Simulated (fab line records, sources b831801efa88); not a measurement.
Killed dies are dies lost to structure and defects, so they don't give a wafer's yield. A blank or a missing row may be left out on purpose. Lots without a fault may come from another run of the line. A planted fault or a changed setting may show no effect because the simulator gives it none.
Which tool did it? | flow gf180mcu | 13 lots, 39 wafers sampled, at 3 steps of a route of 602

WHAT THE GAUGES READ, wafer by wafer
GF_TOP_METAL_OVL_MEAS_15. Usual: TOP_METAL_OVL -0.3 nm, standard deviation 1.2.
lot  | measured     | on         | TOP_METAL_OVL (nm) | flag
L204 | day 28 04:15 | overlay-02 | 0.4 2.1 0.9        |
L205 | day 28 17:54 | overlay-02 | -1.9 -0.2 -1.4     |
L206 | day 28 23:44 | overlay-02 | 0.9 1.6 0.8        |
L208 | day 29 17:37 | overlay-01 | 0.0 -0.9 -1.9      |
L213 | day 31 09:21 | overlay-01 | 1.1 0.8 -1.4       |
L215 | day 32 02:45 | overlay-01 | -0.1 -0.3 -0.1     |
L216 | day 32 04:49 | overlay-02 | -0.8 1.0 1.1       |
L219 | day 32 19:54 | overlay-01 | -0.2 -0.8 -1.9     |
L218 | day 32 20:57 | overlay-02 | -2.6 -1.0 -3.4     |
L221 | day 33 17:24 | overlay-02 | 0.2 -1.1 0.1       |
L225 | day 34 05:22 | overlay-01 | 0.0 -0.1 -0.4      |
L226 | day 34 11:28 | overlay-01 | -1.0 -1.0 -2.7     |
L227 | day 34 13:13 | overlay-02 | -1.0 -0.7 -0.9     |

WHICH TOOL RAN EACH LOT (tool, then ch and the chambers of the sampled wafers, then the start)
lot  | GF_TOP_METAL_SPUTTER_01      | GF_TOP_METAL_SPUTTER_03
L204 | pvd_sputter-03, day 27 07:40 | pvd_sputter-03, day 27 07:44
L205 | pvd_sputter-03, day 27 22:28 | pvd_sputter-03, day 27 22:32
L206 | pvd_sputter-04, day 28 03:49 | pvd_sputter-04, day 28 03:53
L208 | pvd_sputter-02, day 28 21:56 | pvd_sputter-02, day 28 22:01
L213 | pvd_sputter-03, day 30 15:23 | pvd_sputter-03, day 30 15:27
L215 | pvd_sputter-04, day 31 08:38 | pvd_sputter-04, day 31 08:43
L216 | pvd_sputter-02, day 31 11:50 | pvd_sputter-02, day 31 11:54
L219 | pvd_sputter-04, day 32 04:00 | pvd_sputter-04, day 32 04:05
L218 | pvd_sputter-02, day 32 05:15 | pvd_sputter-02, day 32 05:19
L221 | pvd_sputter-04, day 33 00:55 | pvd_sputter-04, day 33 00:59
L225 | pvd_sputter-03, day 33 13:49 | pvd_sputter-03, day 33 13:54
L226 | pvd_sputter-02, day 33 19:54 | pvd_sputter-02, day 33 19:58
L227 | pvd_sputter-04, day 33 21:22 | pvd_sputter-04, day 33 21:26
- GF_TOP_METAL_SPUTTER_01: material TiN, target thk 30 nm, time 25 s.
- GF_TOP_METAL_SPUTTER_03: material Ti, target thk 5 nm, time 3.3 s.

WHAT THE TOOLS THEMSELVES READ (means of the sampled wafers that have a number; where no wafer has one, the mark that the record gives instead)
GF_TOP_METAL_SPUTTER_01. Usual: throttle_valve_pct 30.4 %, standard deviation 1.1.
lot  | tool           | throttle_valve_pct (%) | flag
L204 | pvd_sputter-03 | 31.4                   |
L205 | pvd_sputter-03 | 31.0                   |
L206 | pvd_sputter-04 | 30.4                   |
L208 | pvd_sputter-02 | 31.0                   |
L213 | pvd_sputter-03 | 30.2                   |
L215 | pvd_sputter-04 | 30.7                   |
L216 | pvd_sputter-02 | 30.3                   |
L219 | pvd_sputter-04 | 30.3                   |
L218 | pvd_sputter-02 | 30.4                   |
L221 | pvd_sputter-04 | 30.4                   |
L225 | pvd_sputter-03 | 30.1                   |
L226 | pvd_sputter-02 | 30.6                   |
L227 | pvd_sputter-04 | 29.5                   |

GF_TOP_METAL_SPUTTER_03. Usual: throttle_valve_pct 30.4 %, standard deviation 1.1.
lot  | tool           | throttle_valve_pct (%) | flag
L204 | pvd_sputter-03 | 31.3                   |
L205 | pvd_sputter-03 | 30.9                   |
L206 | pvd_sputter-04 | 30.4                   |
L208 | pvd_sputter-02 | 31.1                   |
L213 | pvd_sputter-03 | 30.4                   |
L215 | pvd_sputter-04 | 30.5                   |
L216 | pvd_sputter-02 | 30.2                   |
L219 | pvd_sputter-04 | 30.4                   |
L218 | pvd_sputter-02 | 30.1                   |
L221 | pvd_sputter-04 | 30.5                   |
L225 | pvd_sputter-03 | 30.1                   |
L226 | pvd_sputter-02 | 30.5                   |
L227 | pvd_sputter-04 | 29.6                   |

THE ANSWER, worked out from the rows above alone
Rule: a lot is off if the mean of its wafers that have a number lies more than 3 standard deviations from the usual mean. A lot without any number at a reading at which 4 lots or more have one is off too. The other lots that the step has rows for count as sound. The gauges are gone through in route order, then the tools' own readings, and for those a lot's mean is taken as printed above. The first step at which some lot is off is used, and at that step the reading that is off furthest; a lot without a number counts as furthest.
No lot is off at any reading shown: from this, nothing can be told.

WHAT THE SIMULATOR HAD PUT IN
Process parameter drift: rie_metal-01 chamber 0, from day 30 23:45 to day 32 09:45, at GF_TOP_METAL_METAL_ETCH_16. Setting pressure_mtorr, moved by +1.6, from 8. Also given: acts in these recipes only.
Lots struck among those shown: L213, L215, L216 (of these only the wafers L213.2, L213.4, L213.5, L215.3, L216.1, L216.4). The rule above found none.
